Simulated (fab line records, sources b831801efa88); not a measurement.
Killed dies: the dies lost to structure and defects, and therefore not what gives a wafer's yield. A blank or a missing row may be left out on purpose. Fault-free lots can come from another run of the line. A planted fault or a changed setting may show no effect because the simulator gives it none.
8D (eight disciplines) problem report, filled in by code | flow gf180mcu | the parts of the form that need people (team, actions taken, sign-off) are left out

== 1. PROBLEM STATEMENT ==
cathode-dc-power-W at GF_TOP_METAL_SPUTTER_01 reads a mean of 6075.3 W on 1 wafer of 1 lot; wafers without a fault read 6500.1 W with a standard deviation of 1.2. So: -99 or more standard deviations from the usual mean.
The step: material TiN, target thk 30 nm, time 25 s.
Seen first at day 30 16:53 on pvd-sputter-01, wafer L681.6. The record has a number at this step for 33 wafers belonging to 11 lots. By rule, "out" or "out of limits" means more than 4 standard deviations away from the usual mean. Any other wafer with a number is counted as sound.

== 2. WHAT IT IS; WHAT IT IS NOT ==
question                    | is                 | is not
which readings at this step | cathode-dc-power-W | chamber-pressure-pa, throttle-valve-pct
which lots                  | L681               | L670, L671, L672, L673, L674, L680, L686, L689, L690, L691
which wafers of those lots  | L681.6             | L681.1, L681.4
read on which tools         | pvd-sputter-01     | pvd-sputter-02, pvd-sputter-04
when                        | from day 30 16:53  | up to then (20 sound wafers); but 12 sound wafers of L686, L689, L690, L691 came after

== 3. THE SUSPECTS, EACH WITH WHAT RULES IT OUT ==
Counting: a tool at a process step up to the reading stays a suspect if it ran every lot that is out. Sound lots after the first of them don't rule it out here, since some wafers of a struck lot are sound.
- rie-diel-02 at GF_M5_ETCH_09 (etches Si3N4 in CF4/O2, target depth 52 nm, time 11.6 s): kept. The lot that is out, L681, ran on it at day 29 19:45; the last sound lot it ran before that was L672, at day 27 13:26.
- pvd-sputter-01 at GF_TOP_METAL_SPUTTER_00 (material Ti, target thk 37.5 nm, time 150 s): kept. The lot that is out, L681, ran on it at day 30 16:47; the last sound lot it ran before that was L674, at day 28 13:48.
- pvd-sputter-01 at GF_TOP_METAL_SPUTTER_01 (material TiN, target thk 30 nm, time 25 s): kept. The lot that is out, L681, ran on it at day 30 16:53; the last sound lot it ran before that was L674, at day 28 13:54. Its own cathode-dc-power-W readings are out on those wafers.
After the count, these remain: rie-diel-02 at GF_M5_ETCH_09, pvd-sputter-01 at GF_TOP_METAL_SPUTTER_00 and pvd-sputter-01 at GF_TOP_METAL_SPUTTER_01.

== 4. THE CAUSE (what the simulator had put in) ==
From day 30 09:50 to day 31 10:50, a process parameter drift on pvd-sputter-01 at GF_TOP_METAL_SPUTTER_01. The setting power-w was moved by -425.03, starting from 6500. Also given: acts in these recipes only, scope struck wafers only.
Counting leaves 3 suspects; this tool is one of them.

== 5. SEQUENCE OF EFFECTS, ordered by route ==
Each row: a reading where the mean over the struck wafers with a number is more than 3 standard deviations away from the usual. Only readings for which the record gives a usual standard deviation are gone through. hours: the time from each lot's start at the first step in this table that gives one to its start at this step, as a median over the lots. sigmas: the change in usual standard deviations.
hours | step                    | reading            | usual    | on struck wafers | change | sigmas
0     | GF_TOP_METAL_SPUTTER_01 | cathode-dc-power-W | 6500.1 W | 6075.3           | -424.8 | -99 or more
Process steps it contains:
- GF_TOP_METAL_SPUTTER_01: material TiN, target thk 30 nm, time 25 s.

== 6. HOW IT WOULD HAVE BEEN CAUGHT EARLIER ==
In this record no reading fell out of limits until day 30 16:53, 7 hours after the fault had begun at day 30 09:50.
